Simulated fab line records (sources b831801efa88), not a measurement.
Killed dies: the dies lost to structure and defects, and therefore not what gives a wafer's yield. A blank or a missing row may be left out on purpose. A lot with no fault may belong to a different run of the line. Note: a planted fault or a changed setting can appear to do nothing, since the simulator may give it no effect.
A single fault, viewed from 2 desks -- flow gf180mcu -- each desk holds nothing but its own numbers, with what lay behind them at the end

== TOOL OWNER'S DESK, cmp-01 ==
The tool's own readings at GF_CONTACT_CMP_04 (polishes SiO2): means of the sampled wafers that have a number, for each lot that ran on this tool. The brackets show how far a lot's mean lies from the usual mean; more than 4 standard deviations puts the lot out of limits, marked OUT.
Columns: A = edge-zone-pressure-frac at GF_CONTACT_CMP_04, usual 1.000; B = head-pressure-psi at GF_CONTACT_CMP_04, usual 3.999 psi; C = motor-current-A at GF_CONTACT_CMP_04, usual 11.8 A; D = time-to-endpoint-s at GF_CONTACT_CMP_04, usual 111 s
lot,first seen here,A,B,C,D
L256,day 16 11:22,1.002,4.000,11.2,107
L268,day 20 19:35,1.001,4.004,11.7,103
L269,day 20 22:07,1.004,3.993,12.2,110
L270,day 21 14:25,1.006,3.996,11.3,107
L271,day 22 04:46,1.002,4.003,12.1,115
L275,day 22 23:58,0.998,4.003,12.1,106
L276,day 23 04:32,1.001,4.003,11.9,101
This desk's finding: nothing out of limits on any of the 7 lots.

== FROM THE METROLOGY DESK ==
Means of the sampled wafers that have a number, per lot and without regard to the tool the lot ran on: this is what the gauges read. The brackets show how far a lot's mean lies from the usual mean; more than 4 standard deviations puts the lot out of limits, marked OUT.
Columns: A = POLY_GATE_OVL at GF_POLY_GATE_OVL_MEAS_11, usual -4 nm; B = M1_OVL at GF_M1_OVL_MEAS_15, usual -4 nm
lot,first seen here,A,B
L254,day 9 22:40,-5,1
L256,day 10 05:58,5,0
L261,day 11 23:43,-5,-
L262,day 11 23:44,-9,-
L267,day 13 12:59,-6,4
L268,day 13 19:07,-8,-1
L269,day 13 21:20,-4,-9
L270,day 14 14:11,-10,-3
L271,day 14 23:55,-1,-4
L272,day 15 04:59,-3,-7
L273,day 15 09:06,5,-3
L275,day 15 17:52,-5,-3
L276,day 15 23:10,-4,-5
This desk's finding: nothing out of limits on any of the 13 lots.

== TAKEN TOGETHER ==
The desk of the tool owner found nothing out of limits.
At the metrology desk, nothing out of limits was observed.

== WHAT WAS PUT IN BY THE SIMULATOR ==
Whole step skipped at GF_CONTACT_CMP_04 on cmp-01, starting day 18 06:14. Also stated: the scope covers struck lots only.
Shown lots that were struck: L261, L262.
